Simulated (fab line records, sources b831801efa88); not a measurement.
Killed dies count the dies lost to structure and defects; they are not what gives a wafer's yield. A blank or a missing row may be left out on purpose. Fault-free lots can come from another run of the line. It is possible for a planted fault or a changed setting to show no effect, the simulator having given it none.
Chamber matching | flow sky130 | rie-diel-03 running SKY_SPACER_ETCHBACK_02: 4 sister chambers
The step etches Si3N4 in CH3F/O2, stops on SiO2, time 46.7 s, target depth 45 nm. 8 wafers are shown with their chamber, then 8 later ones without.

## EACH WAFER AND ITS CHAMBER
wafer  | chamber | drypump-motor-current-A (A) | rf-fwd-power-W (W)
L081.3 | 1       | 5.8                         | 394.8
L085.2 | 1       | 5.8                         | 394.4
L085.4 | 0       | 6.0                         | 398.2
L085.5 | 0       | 6.1                         | 399.1
L086.2 | 3       | 4.9                         | 398.2
L086.4 | 2       | 6.2                         | 395.6
L086.5 | 3       | 5.0                         | 397.9
L090.2 | 2       | 6.3                         | 394.9

## WAFERS WITHOUT THEIR CHAMBER
wafer  | drypump-motor-current-A (A) | rf-fwd-power-W (W)
L090.3 | 6.1                         | 398.2
L090.4 | 5.0                         | 396.6
L094.1 | 6.1                         | 396.0
L094.2 | 6.3                         | 398.5
L094.6 | 5.8                         | 394.4
L096.1 | 6.2                         | 398.6
L096.3 | 5.8                         | 394.4
L096.4 | 5.0                         | 396.8

## CHAMBER TAKEN BY EACH
wafer  | from the rows above | in truth
L090.3 | 0                   | 0
L090.4 | 3                   | 3
L094.1 | 2                   | 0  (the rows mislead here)
L094.2 | 0                   | 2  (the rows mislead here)
L094.6 | 1                   | 1
L096.1 | 0                   | 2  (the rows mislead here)
L096.3 | 1                   | 1
L096.4 | 3                   | 3
Correct placement for 5 of the 8. From these rows, 0 cannot be placed. 3 placed wrongly.
How it was worked out, from the rows above alone: a wafer's distance from a chamber is the root of the sum, over the readings, of the square of ((its reading less the chamber's mean) divided by the reading's scatter). The wafer belongs to the nearest chamber; if the next one is less than 2 further off, it can't be placed. Each chamber's mean is taken over the wafers shown for it. The scatter is the square root of a quotient: the sum, over the shown wafers, of each reading's squared deviation from its chamber's mean, divided by wafers minus chambers.
